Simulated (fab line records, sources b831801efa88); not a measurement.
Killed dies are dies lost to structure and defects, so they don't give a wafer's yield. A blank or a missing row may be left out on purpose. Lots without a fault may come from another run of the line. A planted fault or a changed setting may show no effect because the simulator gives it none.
Which tool did it? | flow gf180mcu | 11 lots, 33 wafers sampled, at 3 steps of a route of 602

WHAT THE GAUGES READ, wafer by wafer
GF_MIM_THK_MEAS_06.
lot  | measured     | on            | MIM_CVD_05_THK (nm)
L792 | day 24 10:43 | film_metro-03 | 41.2 41.1 42.1
L803 | day 28 04:43 | film_metro-01 | 41.1 42.2 42.2
L804 | day 28 09:55 | film_metro-03 | 41.8 43.0 42.7
L805 | day 28 16:18 | film_metro-03 | 42.0 42.9 43.0
L806 | day 28 22:22 | film_metro-01 | 42.3 42.8 43.0
L809 | day 30 05:15 | film_metro-01 | 42.0 42.5 42.2
L810 | day 30 13:40 | film_metro-01 | 41.7 41.1 41.6
L812 | day 30 23:51 | film_metro-01 | 41.2 41.4 41.1
L813 | day 31 03:52 | film_metro-03 | 42.8 42.7 42.0
L814 | day 31 06:46 | film_metro-01 | 41.8 42.7 42.5
L815 | day 31 10:33 | film_metro-04 | 41.3 41.0 41.6

GF_V5_CD_MEAS_14: target cd 260 nm.
lot  | measured     | on        | cd_nm (nm)
L792 | day 27 02:16 | cd_sem-01 | 260.3 260.4 258.4
L803 | day 30 14:34 | cd_sem-01 | 261.3 260.8 261.1
L804 | day 30 19:20 | cd_sem-01 | 258.1 258.6 258.2
L805 | day 31 00:08 | cd_sem-02 | 257.0 258.1 258.1
L806 | day 31 07:03 | cd_sem-02 | 260.2 260.8 260.6
L809 | day 32 10:14 | cd_sem-01 | 259.8 259.7 260.6
L810 | day 32 18:55 | cd_sem-02 | 258.8 259.3 259.4
L812 | day 33 03:24 | cd_sem-02 | 258.0 258.6 257.4
L813 | day 33 07:19 | cd_sem-02 | 259.9 259.6 259.8
L814 | day 33 10:16 | cd_sem-02 | 258.5 259.2 258.3
L815 | day 33 13:37 | cd_sem-02 | 260.7 260.5 261.0

WHICH TOOL RAN EACH LOT (tool, then ch and the chambers of the sampled wafers, then the start)
lot  | GF_V1_STRIP_18
L792 | plasma_asher-03 ch 0,1, day 18 03:34
L803 | plasma_asher-03 ch 0,1, day 22 10:44
L804 | plasma_asher-03 ch 0,1, day 22 17:20
L805 | plasma_asher-04 ch 0,1, day 23 01:07
L806 | plasma_asher-04 ch 0,1, day 23 07:14
L809 | plasma_asher-02 ch 0,1, day 24 08:52
L810 | plasma_asher-04 ch 0,1, day 25 04:31
L812 | plasma_asher-02 ch 0,1, day 25 16:01
L813 | plasma_asher-03 ch 0,1, day 25 19:59
L814 | plasma_asher-02 ch 0,1, day 26 00:31
L815 | plasma_asher-02 ch 0,1, day 26 05:49
- GF_V1_STRIP_18: strips in O2/N2.

WHAT THE TOOLS THEMSELVES READ (means of the sampled wafers that have a number; where no wafer has one, the mark that the record gives instead)
GF_V1_STRIP_18.
lot  | tool            | drypump_motor_current_A (A) | heater_power_w (W) | n2_flow_sccm (sccm) | oes_product_au (a.u.)
L792 | plasma_asher-03 | 5.46                        | 334                | 299.2               | 0.597
L803 | plasma_asher-03 | 5.46                        | 331                | 299.4               | 0.591
L804 | plasma_asher-03 | 5.66                        | 334                | 300.0               | 0.592
L805 | plasma_asher-04 | 5.48                        | 333                | 300.9               | 0.588
L806 | plasma_asher-04 | 5.61                        | 333                | 300.5               | 0.597
L809 | plasma_asher-02 | 5.22                        | 329                | 300.1               | 0.592
L810 | plasma_asher-04 | 5.47                        | 323                | 299.7               | 0.595
L812 | plasma_asher-02 | 5.42                        | 337                | 300.2               | 0.595
L813 | plasma_asher-03 | 5.45                        | 329                | 300.7               | 0.591
L814 | plasma_asher-02 | 5.21                        | 331                | 299.2               | 0.593
L815 | plasma_asher-02 | 5.41                        | 339                | 299.4               | 0.591

THE ANSWER, worked out from the rows above alone
Rule: what is usual is taken from the lots themselves. Put in order of their means at a reading, lots are off if they are a third of the lots or fewer, leave a main group of 4 or more, and stand apart from it by a gap of 3 or more times the standard deviation of the main group's means; of several such gaps the widest counts. A main group whose means are all the same, to the digits that the tables above print for the reading, isn't used. A lot without any number at a reading at which 4 lots or more have one is off too. The other lots that the step has rows for count as sound. The gauges are gone through in route order, then the tools' own readings, and for those a lot's mean is taken as printed above. The first step at which some lot is off is used, and at that step the reading that is off furthest; a lot without a number counts as furthest.
No lot is off at any reading shown: from this, nothing can be told.

WHAT THE SIMULATOR HAD PUT IN
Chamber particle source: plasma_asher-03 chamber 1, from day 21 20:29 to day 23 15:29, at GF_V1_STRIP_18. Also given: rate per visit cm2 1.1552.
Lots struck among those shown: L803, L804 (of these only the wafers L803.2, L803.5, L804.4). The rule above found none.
